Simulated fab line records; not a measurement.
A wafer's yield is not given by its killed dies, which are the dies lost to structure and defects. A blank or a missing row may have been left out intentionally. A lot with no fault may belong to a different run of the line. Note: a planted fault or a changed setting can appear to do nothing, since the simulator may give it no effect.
Code-filled problem report in 8D (eight disciplines) form + flow sky130 + the parts of the form that need people (team, actions taken, sign-off) are left out

## 1. WHAT WENT WRONG
Mean SD_N_RS at SKY_SD_N_RS_MEAS_16: 66.13 ohm/sq over 6 wafers in 2 lots; fault-free wafers: 68.56 ohm/sq, standard deviation 0.13. That puts it -19 standard deviations away from the usual mean.
The step: measures by four-point-probe.
Seen first at day 34 06:08 on film-metro-01, wafer L521.2. At this step, 33 wafers from 11 lots have a number in the record. By rule, "out" or "out of limits" means more than 4 standard deviations away from the usual mean. The rest of the wafers with a number are treated as sound.

## 2. WHAT THIS IS AND IS NOT
| question                    | is                           | is not                                                                    |
|-----------------------------|------------------------------|---------------------------------------------------------------------------|
| which readings at this step | SD_N_RS                      | -                                                                         |
| which lots                  | L521, L523                   | L503, L505, L507, L508, L510, L511, L512, L524, L525                      |
| which wafers of those lots  | all that have a number       | -                                                                         |
| read on which gauges        | film-metro-01, film-metro-04 | film-metro-02                                                             |
| when                        | from day 34 06:08            | up to then (21 sound wafers); but 6 sound wafers of L524, L525 came after |

## 3. SUSPECTS, AND WHAT RULES EACH OUT
Counting: any tool at a process step up to the reading is kept as a suspect provided that every lot that is out went through it and no sound lot did after the first of them.
- ruled out: the gauge at SKY_SD_N_RS_MEAS_16. 2 gauges (film-metro-01, film-metro-04) read the wafers that are out.
- rtp-anneal-02 at SKY_SD_N_RTA_14 (time 2 s): ruled out as a lasting fault. Sound lots L525 ran on it after its first lot that is out, L521 (day 34 05:58).
Left after counting: nothing in the record.

## 4. THE CAUSE (what the simulator had put in)
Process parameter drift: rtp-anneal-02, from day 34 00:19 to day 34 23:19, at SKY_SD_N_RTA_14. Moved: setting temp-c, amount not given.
Counting ruled it out, wrongly: the rule takes a fault to strike every lot that its tool runs from its start on, and this one did not.

## 5. THE EFFECT CHAIN, in route order
Each row: a reading whose mean over the struck wafers that have a number lies more than 3 standard deviations from the usual. Scope: only readings with a usual standard deviation given in the record; hours: median across lots of the time from each lot's start at the first step in this table that gives one to its start at this step; sigmas: change in usual standard deviations.
| hours | step                | reading          | usual        | on struck wafers | change | sigmas |
|-------|---------------------|------------------|--------------|------------------|--------|--------|
| 0     | SKY_SD_N_RTA_14     | lamp-power-pct   | 15.74 %      | 15.98            | +0.24  | +4.8   |
| 0     | SKY_SD_N_RTA_14     | wafer_temp_C_max | 1078.1       | 1092.5           | +14.4  | +9.6   |
| 0     | SKY_SD_N_RS_MEAS_16 | SD_N_RS          | 68.56 ohm/sq | 66.13            | -2.43  | -19    |
| 0     | SKY_SD_N_RS_MEAS_17 | SD_P_RS          | 147.1 ohm/sq | 135.2            | -11.8  | -27    |
Process steps it contains:
- SKY_SD_N_RTA_14: time 2 s.

## 6. WHAT WOULD HAVE CAUGHT IT SOONER
The first out-of-limits reading at a measuring or inspecting step in this record came at day 34 06:08, 6 hours after the fault's start at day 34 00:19.
The tool's own readings at SKY_SD_N_RTA_14 were out on every struck wafer that the step has a row for (wafer_temp_C_max): an alarm limit on them would have fired on the first of those.
